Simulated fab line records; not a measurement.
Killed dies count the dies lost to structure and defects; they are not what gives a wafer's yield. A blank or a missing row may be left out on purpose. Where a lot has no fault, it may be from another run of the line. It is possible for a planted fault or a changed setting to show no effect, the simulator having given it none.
Code-filled problem report in 8D (eight disciplines) form -- flow sky130 -- the parts of the form that need people (team, actions taken, sign-off) are left out

== 1. WHAT IS WRONG ==
Wafers without a fault read 1499.9 mTorr, standard deviation 1.4; chamberPressureMTorr at SKY_VT_ADJUST_HVTP_STRIP_10 reads a mean of 1800.5 mTorr on 6 wafers belonging to 2 lots. So: +99 or more standard deviations from the usual mean.
The step: strips in O2/N2.
Earliest sighting: wafer L755.2 on plasmaAsher-02 at day 9 20:02. Wafers with a number at this step in the record: 36, from 12 lots. Rule for "out" (also "out of limits"): further than 4 standard deviations from the usual mean. Any other wafer with a number is counted as sound.

== 2. WHAT THIS IS AND IS NOT ==
question,is,is not
which readings at this step,"chamberPressureMTorr, stripTimeToEndpointS",drypumpMotorCurrentA
which lots,"L755, L756","L742, L743, L744, L745, L747, L749, L750, L752, L754, L757"
which wafers of those lots,all that have a number,-
read on which tools,plasmaAsher-02,"plasmaAsher-03, plasmaAsher-04"
when,from day 9 20:02,up to then (27 sound wafers); but 3 sound wafers of L757 came after

== 3. THE SUSPECTS, EACH WITH WHAT RULES IT OUT ==
Counting: any tool at a process step up to the reading is kept as a suspect provided that every lot that is out went through it and no sound lot did after the first of them.
- plasmaAsher-02 at SKY_VT_ADJUST_HVTP_STRIP_10 (strips in O2/N2): kept. All lots that are out passed through it, beginning with L755 at day 9 20:02, and no sound lot followed; its final sound lot before that point was L754 at day 9 12:59. Its own chamberPressureMTorr, stripTimeToEndpointS readings are out on those wafers.
After counting, what remains is plasmaAsher-02 at SKY_VT_ADJUST_HVTP_STRIP_10.

== 4. THE CAUSE (what the simulator had put in) ==
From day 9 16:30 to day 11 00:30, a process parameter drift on plasmaAsher-02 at SKY_VT_ADJUST_HVTP_STRIP_10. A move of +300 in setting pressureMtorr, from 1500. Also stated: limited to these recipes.
Only this tool survived the counting.

== 5. THE CHAIN OF EFFECTS, in route order ==
One row per reading whose mean, taken over the struck wafers that have a number, lies over 3 standard deviations from the usual. Only readings for which the record gives a usual standard deviation are gone through. hours: the time from each lot's start at the first step in this table that gives one to its start at this step, as a median over the lots. sigmas: the change in usual standard deviations.
hours,step,reading,usual,on struck wafers,change,sigmas
0,SKY_VT_ADJUST_HVTP_STRIP_10,chamberPressureMTorr,1499.9 mTorr,1800.5,+300.6,+99 or more
0,SKY_VT_ADJUST_HVTP_STRIP_10,oesProductAu,0.715 a.u.,0.736,+0.021,+4.4
0,SKY_VT_ADJUST_HVTP_STRIP_10,stripTimeToEndpointS,14.16 s,13.61,-0.55,-16
Its process steps:
- SKY_VT_ADJUST_HVTP_STRIP_10: strips in O2/N2.
Later measuring or inspecting steps at which every struck wafer that the step has a row for has a number for every such reading, and none has moved that far: SKY_VT_ADJUST_NCORE_TW_MEAS_11.

== 6. WHAT WOULD HAVE CAUGHT IT SOONER ==
In this record the first reading out of limits was taken at day 9 20:02, 4 hours after the fault began at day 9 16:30.
